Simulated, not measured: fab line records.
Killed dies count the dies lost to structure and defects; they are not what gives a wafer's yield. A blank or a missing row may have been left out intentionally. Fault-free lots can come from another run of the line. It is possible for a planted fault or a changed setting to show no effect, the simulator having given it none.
Which tool was responsible? ; flow sky130 ; 10 lots with 30 wafers sampled at 5 steps, on a route of 708 steps

## WHAT THE GAUGES READ, wafer by wafer
SKY_LDD_N_TW_MEAS_17.
lot;measured;on;LDD_N_TW
L300;day 17 16:32;film metro-04;2555 2554 2567
L301;day 17 19:13;film metro-01;2587 2577 2580
L305;day 19 23:43;film metro-03;2819 2823 2823
L306;day 20 10:38;film metro-01;2854 2841 2829
L307;day 20 15:47;film metro-04;2811 2812 2816
L314;day 23 03:14;film metro-04;2560 2549 2555
L315;day 23 12:28;film metro-03;2585 2580 2593
L319;day 24 22:37;film metro-03;2573 2579 2565
L322;day 25 14:31;film metro-01;2578 2580 2584
L323;day 26 01:19;film metro-01;2576 2587 2575

## WHAT TOOL EACH LOT RAN ON (gives the tool, then ch and the chambers of the sampled wafers, and finally the start)
lot;SKY_SONOS_ONO_ETCH_15;SKY_GATE_OXIDE_STRIP_13;SKY_LDD_N_IMPLANT_11;SKY_LDD_N_STRIP_16
L300;rie diel-02 ch 0,1,3, day 12 13:05;plasma asher-02 ch 0,1, day 13 16:41;implanter-02 ch 0, day 17 15:41;plasma asher-04 ch 0,1, day 17 16:26
L301;rie diel-02 ch 1,3, day 12 18:58;plasma asher-02 ch 0,1, day 13 21:58;implanter-02 ch 0, day 17 18:24;plasma asher-02 ch 0,1, day 17 19:08
L305;rie diel-02 ch 0,1,3, day 14 14:37;plasma asher-03 ch 0,1, day 15 19:38;implanter-02 ch 0, day 19 22:52;plasma asher-01 ch 0,1, day 19 23:36
L306;rie diel-03 ch 0,1,3, day 14 22:10;plasma asher-03 ch 0, day 16 03:43;implanter-02 ch 0, day 20 09:48;plasma asher-02 ch 0,1, day 20 10:31
L307;rie diel-02 ch 0,3, day 15 04:14;plasma asher-01 ch 0,1, day 16 13:05;implanter-02 ch 0, day 20 14:56;plasma asher-01 ch 0,1, day 20 15:41
L314;rie diel-04 ch 1,2,3, day 17 11:53;plasma asher-02 ch 0,1, day 18 21:08;implanter-02 ch 0, day 23 02:23;plasma asher-02 ch 0,1, day 23 03:08
L315;rie diel-03 ch 0,3, day 17 22:31;plasma asher-03 ch 0,1, day 19 06:22;implanter-03 ch 0, day 23 11:37;plasma asher-02 ch 0,1, day 23 12:22
L319;rie diel-04 ch 2,3, day 19 11:47;plasma asher-03 ch 0,1, day 20 20:06;implanter-03 ch 0, day 24 21:46;plasma asher-02 ch 0,1, day 24 22:31
L322;rie diel-02 ch 1,3, day 20 03:46;plasma asher-01 ch 1, day 21 12:58;implanter-02 ch 0, day 25 13:40;plasma asher-02 ch 1, day 25 14:24
L323;rie diel-02 ch 0,1,3, day 20 14:19;plasma asher-01 ch 1, day 21 23:26;implanter-03 ch 0, day 26 00:28;plasma asher-04 ch 0,1, day 26 01:12
- SKY_SONOS_ONO_ETCH_15: etches the open film in CHF3/O2, target depth 19.52 nm, time 7.8 s.
- SKY_GATE_OXIDE_STRIP_13: strips in O2/N2.
- SKY_LDD_N_IMPLANT_11
- SKY_LDD_N_STRIP_16: strips in O2/N2.

## THE ANSWER, worked out from the rows above alone
Rule: the usual values come from the lots themselves. The widest of any qualifying gaps counts: lots, ordered by their means at a reading, are off when they make up no more than a third of the lots, leave a main group of 4 or more, and stand apart from it by 3 or more times the standard deviation of that group's means. If all means in a main group match to the digits the tables above print for the reading, that group is not used. Also off: a lot with no number at a reading for which 4 or more lots have one. The other lots that the step has rows for count as sound.
Off: at SKY_LDD_N_TW_MEAS_17 (LDD_N_TW), L305, L306, L307. Mean 2573 and standard deviation 11 in the main group.
If a tool, at a process step before that reading, ran all the lots that are off and no sound lot after the first of them, it fits. Gauges at SKY_LDD_N_TW_MEAS_17: tried the same way as those tools. Of those tried, none fits.

## WHAT THE SIMULATOR HAD PUT IN
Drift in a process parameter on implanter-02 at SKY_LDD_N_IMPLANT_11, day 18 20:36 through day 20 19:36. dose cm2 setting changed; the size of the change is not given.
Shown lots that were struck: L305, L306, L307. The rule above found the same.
